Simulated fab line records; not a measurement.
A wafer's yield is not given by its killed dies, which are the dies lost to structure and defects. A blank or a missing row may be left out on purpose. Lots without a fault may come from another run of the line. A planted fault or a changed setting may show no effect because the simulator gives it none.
Which tool was responsible?    flow gf180mcu    45 wafers from 15 lots sampled at 6 of the route's 602 steps

## WHAT THE GAUGES READ, wafer by wafer
GF_POLY_GATE_THK_MEAS_17.
lot   measured      on             POLY_GATE_OXIDATION_THK (nm)
L874  day 9 09:07   film metro-02  4.07 4.02 4.07
L875  day 9 15:22   film metro-01  3.98 4.02 3.97
L877  day 10 03:32  film metro-03  3.93 4.11 3.96
L878  day 10 13:10  film metro-03  4.13 4.06 4.14
L879  day 10 18:01  film metro-02  3.93 3.99 3.98
L880  day 11 02:46  film metro-02  4.16 3.96 4.13
L884  day 12 05:56  film metro-02  4.10 3.98 3.98
L888  day 13 10:26  film metro-02  4.09 4.01 4.07
L889  day 13 17:41  film metro-02  3.95 3.92 3.86
L890  day 14 01:18  film metro-03  3.94 4.02 4.02
L891  day 14 13:50  film metro-01  3.96 3.96 3.91
L892  day 14 13:50  film metro-02  4.01 3.95 3.92
L893  day 14 22:01  film metro-02  3.89 4.00 3.97
L894  day 15 02:20  film metro-02  4.08 4.10 4.06
L895  day 15 17:20  film metro-01  4.02 3.95 3.96

GF_HV_LDD_TW_MEAS_38.
lot   measured      on             HV_LDD_3_TW
L874  day 11 16:01  film metro-04  1401 1395 1395
L875  day 12 00:10  film metro-02  1425 1414 1422
L877  day 12 13:04  film metro-01  1426 1427 1424
L878  day 12 22:13  film metro-04  1399 1409 1395
L879  day 13 04:41  film metro-04  1398 1402 1389
L880  day 13 13:58  film metro-04  1399 1395 1398
L884  day 14 19:46  film metro-04  1408 1402 1404
L888  day 16 02:55  film metro-04  1289 1288 1281
L889  day 16 11:14  film metro-01  1303 1315 1305
L890  day 16 18:34  film metro-01  1307 1308 1304
L891  day 17 10:10  film metro-04  1404 1394 1393
L892  day 17 10:19  film metro-04  1399 1394 1398
L893  day 17 18:18  film metro-01  1430 1436 1440
L894  day 17 23:37  film metro-04  1398 1389 1399
L895  day 18 15:04  film metro-02  1413 1418 1410

GF_HV_LDD_CD_MEAS_46: the cd target is 400 nm.
lot   measured      on         cd nm (nm)
L874  day 12 10:54  cd sem-01  403.0 402.1 404.4
L875  day 12 19:30  cd sem-01  402.6 402.1 399.6
L877  day 13 08:12  cd sem-02  404.2 403.1 403.3
L878  day 13 17:33  cd sem-02  396.7 395.0 397.8
L879  day 14 00:54  cd sem-02  398.6 403.1 401.3
L880  day 14 10:22  cd sem-01  401.2 403.0 400.6
L884  day 15 16:56  cd sem-01  402.9 401.5 401.2
L888  day 17 01:22  cd sem-01  398.5 396.3 398.3
L889  day 17 10:25  cd sem-01  401.9 400.5 402.8
L890  day 17 17:21  cd sem-02  398.7 401.7 399.4
L891  day 18 09:22  cd sem-02  402.6 401.4 399.4
L892  day 18 10:32  cd sem-02  399.6 398.0 397.8
L893  day 18 17:49  cd sem-01  401.6 400.0 403.5
L894  day 18 23:16  cd sem-02  399.8 399.0 397.0
L895  day 19 15:28  cd sem-01  400.0 397.1 398.0

GF_HV_LDD_RS_MEAS_53: uses a four-point probe to measure.
lot   measured      on             HV_LDD_RS (ohm/sq)
L874  day 12 11:30  film metro-01  418.5 419.3 419.4
L875  day 12 20:05  film metro-01  419.1 419.4 419.2
L877  day 13 08:47  film metro-02  420.1 420.3 420.0
L878  day 13 18:08  film metro-04  417.4 419.2 418.6
L879  day 14 01:29  film metro-02  419.6 418.6 419.3
L880  day 14 10:58  film metro-01  419.9 418.6 417.7
L884  day 15 17:31  film metro-02  420.1 419.3 419.9
L888  day 17 01:57  film metro-02  440.4 440.3 441.0
L889  day 17 11:00  film metro-04  441.3 440.3 439.6
L890  day 17 17:56  film metro-02  442.0 442.6 440.3
L891  day 18 09:57  film metro-02  417.6 417.6 418.7
L892  day 18 11:07  film metro-01  420.3 420.6 420.1
L893  day 18 18:23  film metro-04  418.6 419.1 419.9
L894  day 18 23:51  film metro-01  419.3 420.1 420.7
L895  day 19 16:03  film metro-01  419.3 418.5 418.7

## WHICH TOOL RAN EACH LOT (tool, then ch and the chambers of the sampled wafers, then the start)
lot   GF_HV_LDD_STRIP_22                    GF_HV_LDD_IMPLANT_35
L874  plasma asher-03 ch 0,1, day 10 21:01  implanter-03 ch 0, day 11 15:37
L875  plasma asher-04 ch 0,1, day 11 04:04  implanter-03 ch 0, day 11 23:46
L877  plasma asher-04 ch 0,1, day 11 16:28  implanter-04 ch 0, day 12 12:40
L878  plasma asher-03 ch 0,1, day 12 02:22  implanter-04 ch 0, day 12 21:49
L879  plasma asher-03 ch 0,1, day 12 08:35  implanter-03 ch 0, day 13 04:19
L880  plasma asher-04 ch 0,1, day 12 17:22  implanter-03 ch 0, day 13 13:35
L884  plasma asher-02 ch 0,1, day 13 22:16  implanter-03 ch 0, day 14 19:23
L888  plasma asher-04 ch 0,1, day 15 04:28  implanter-02, day 16 02:32
L889  plasma asher-04 ch 0,1, day 15 12:15  implanter-04, day 16 10:53
L890  plasma asher-03 ch 0,1, day 15 19:10  implanter-04, day 16 18:10
L891  plasma asher-02 ch 0, day 16 10:03    implanter-04 ch 0, day 17 09:47
L892  plasma asher-04 ch 0,1, day 16 10:21  implanter-03 ch 0, day 17 09:56
L893  plasma asher-04 ch 0,1, day 16 18:42  implanter-02 ch 0, day 17 17:54
L894  plasma asher-04 ch 0, day 16 23:28    implanter-02 ch 0, day 17 23:14
L895  plasma asher-04 ch 0,1, day 17 14:36  implanter-02 ch 0, day 18 14:41
- GF_HV_LDD_STRIP_22: strips in O2/N2.
- GF_HV_LDD_IMPLANT_35

## WHAT THE TOOLS THEMSELVES READ (means of the sampled wafers that have a number; where no wafer has one, the mark that the record gives instead)
GF_HV_LDD_STRIP_22.
lot   tool             drypump motor current A (A)  heater power w (W)  n2 flow sccm (sccm)  oes product au (a.u.)  platen temp c (C)  strip time to endpoint s (s)
L874  plasma asher-03  5.6                          305                 299.6                0.713                  250.04             12.65
L875  plasma asher-04  6.3                          330                 299.5                0.716                  249.76             12.56
L877  plasma asher-04  6.3                          329                 299.6                0.718                  250.03             12.63
L878  plasma asher-03  5.3                          303                 299.8                0.718                  250.14             12.63
L879  plasma asher-03  5.4                          298                 300.2                0.716                  250.01             12.64
L880  plasma asher-04  6.3                          328                 299.3                0.713                  249.91             12.58
L884  plasma asher-02  5.9                          310                 300.6                0.716                  249.92             12.65
L888  plasma asher-04  6.3                          330                 299.8                0.716                  249.99             12.63
L889  plasma asher-04  6.2                          321                 299.6                0.713                  249.97             12.60
L890  plasma asher-03  5.6                          301                 299.6                0.713                  249.74             12.61
L891  plasma asher-02  5.7                          301                 300.5                0.714                  250.03             12.63
L892  plasma asher-04  6.3                          328                 299.9                0.716                  250.01             12.66
L893  plasma asher-04  6.2                          324                 300.0                0.715                  249.97             12.61
L894  plasma asher-04  6.3                          331                 300.1                0.714                  249.82             12.57
L895  plasma asher-04  6.2                          315                 300.1                0.713                  249.89             12.62

GF_HV_LDD_IMPLANT_35.
lot   tool          beam energy keV  beam on s (s)  rotation deg (degrees)
L874  implanter-03  60.018           10.09          179.98
L875  implanter-03  59.982           9.84           180.00
L877  implanter-04  59.976           9.84           180.02
L878  implanter-04  59.979           10.20          179.95
L879  implanter-03  59.968           10.00          180.02
L880  implanter-03  59.981           9.89           179.99
L884  implanter-03  59.993           10.04          180.01
L888  implanter-02  -                -              -
L889  implanter-04  -                -              -
L890  implanter-04  -                -              -
L891  implanter-04  60.012           9.82           179.99
L892  implanter-03  59.979           9.82           179.97
L893  implanter-02  59.979           9.99           179.97
L894  implanter-02  59.995           10.08          180.01
L895  implanter-02  60.001           9.93           179.99

## THE ANSWER, worked out from the rows above alone
Rule: the lots themselves supply what counts as usual. Put in order of their means at a reading, lots are off if they are a third of the lots or fewer, leave a main group of 4 or more, and stand apart from it by a gap of 3 or more times the standard deviation of the main group's means; of several such gaps the widest counts. The tables above print the reading to a certain number of digits; a main group whose means all agree to those digits is not used. A lot without any number at a reading at which 4 lots or more have one is off too. All remaining lots with rows at the step are treated as sound. Order of review: gauges by route order, followed by the tools' own readings, for which a lot's mean as printed above is used. At the first step where some lot is off, the reading lying furthest off is the one used; lots without a number count as furthest.
Off: L888, L889, L890, at GF_HV_LDD_TW_MEAS_38 (HV_LDD_3_TW). Mean 1407 and standard deviation 13 in the main group.
If a tool, at a process step before that reading, ran all the lots that are off and no sound lot after the first of them, it fits. Not tried: the gauges at GF_HV_LDD_TW_MEAS_38; whatever is off there is also off at GF_HV_LDD_IMPLANT_35, on other tools, and gauge error can't account for it. Not one of the candidates tried fits.

## WHAT THE SIMULATOR HAD INSERTED
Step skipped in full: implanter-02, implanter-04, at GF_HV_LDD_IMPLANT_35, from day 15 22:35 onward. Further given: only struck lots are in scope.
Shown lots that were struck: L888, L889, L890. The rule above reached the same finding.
